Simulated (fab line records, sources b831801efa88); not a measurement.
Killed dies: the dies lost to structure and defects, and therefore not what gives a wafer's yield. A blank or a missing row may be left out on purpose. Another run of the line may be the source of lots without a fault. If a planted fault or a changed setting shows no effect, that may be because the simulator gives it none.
Code-filled problem report in 8D (eight disciplines) form ; flow gf180mcu ; the parts of the form that need people (team, actions taken, sign-off) are left out

1. WHAT IS WRONG
A mean of 24 s is read at GF_V3_CMP_04 for timeToEndpointS, taken on 1 wafer of 1 lot, against 80 s (standard deviation 7.5) on wafers free of any fault. That puts it -7.5 standard deviations away from the usual mean.
The step: polishes SiO2.
The first sign was on wafer L531.2 at day 26 12:50, on cmp-01. At this step, 39 wafers from 13 lots have a number in the record. By rule, "out" or "out of limits" means more than 4 standard deviations away from the usual mean. The rest of the wafers with a number are treated as sound.

2. WHAT IT IS, AND WHAT IT ISN'T
question;is;is not
which readings at this step;timeToEndpointS;motorCurrentA, retainingRingPressureFrac
which lots;L531;L517, L518, L519, L521, L525, L529, L530, L533, L535, L536, L539, L540
which wafers of those lots;L531.2;L531.1, L531.3
read on which tools;cmp-01;cmp-02
when;from day 26 12:50;"up to then (23 sound wafers); but 15 sound wafers of L533, L535, L536, L539, L540 came after"

3. WHAT RULES OUT EACH SUSPECT
Counting: if a tool at a process step up to the reading ran every lot that is out, it stays a suspect. Sound lots after the first of them don't rule it out here, since some wafers of a struck lot are sound.
- pecvd-03 at GF_V2_CVD_02 (deposits SiO2 from TEOS, target thk 850 nm, time 94.851 s): kept. The lot that is out, L531, ran on it at day 24 14:53; the last sound lot it ran before that was L530, at day 24 05:37.
- cmp-01 at GF_V2_CMP_04 (polishes SiO2): kept. The lot that is out, L531, ran on it at day 24 15:04; the last sound lot it ran before that was L529, at day 24 03:31.
- cmp-01 at GF_V3_CMP_04 (polishes SiO2): kept. The lot that is out, L531, ran on it at day 26 12:50; the last sound lot it ran before that was L521, at day 23 08:41. On those wafers its own readings are out: timeToEndpointS.
- pecvd-03, GF_V2_CVD_02: wafers that are out in chamber 0, sound lot-mates in chambers 1, 2.
- cmp-01, GF_V2_CMP_04: wafers that are out in chamber 1, sound lot-mates in chambers 2, 3.
- cmp-01, GF_V3_CMP_04: wafers that are out in chamber 0, sound lot-mates in chambers 1, 3.
Still standing after the count: pecvd-03 at GF_V2_CVD_02, cmp-01 at GF_V2_CMP_04, cmp-01 at GF_V3_CMP_04.

4. THE CAUSE (what the simulator had put in)
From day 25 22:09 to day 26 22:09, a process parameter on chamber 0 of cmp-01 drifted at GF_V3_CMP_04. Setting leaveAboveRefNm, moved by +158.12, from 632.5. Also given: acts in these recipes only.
Counting left 3 suspects, and this tool is among them.

5. THE EFFECT CHAIN, in route order
Each row: a reading whose mean over the struck wafers that have a number lies more than 3 standard deviations from the usual. Only readings for which the record gives a usual standard deviation are gone through. hours: the time from each lot's start at the first step in this table that gives one to its start at this step, as a median over the lots. sigmas: the change in usual standard deviations.
hours;step;reading;usual;on struck wafers;change;sigmas
0;GF_V3_CMP_04;timeToEndpointS;80 s;24;-56;-7.5
-;GF_V3_ETCH_17;oesProductAu;0.855 a.u.;0.970;+0.115;+26
Here are the process steps it includes:
- GF_V3_CMP_04: polishes SiO2.
- GF_V3_ETCH_17: etches SiO2 in C4F8/O2/Ar, stops on TiN, target depth 635 nm.

6. WHAT WOULD HAVE CAUGHT IT SOONER
15 hours passed between the start of the fault at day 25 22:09 and the first reading out of limits in this record, taken at day 26 12:50.
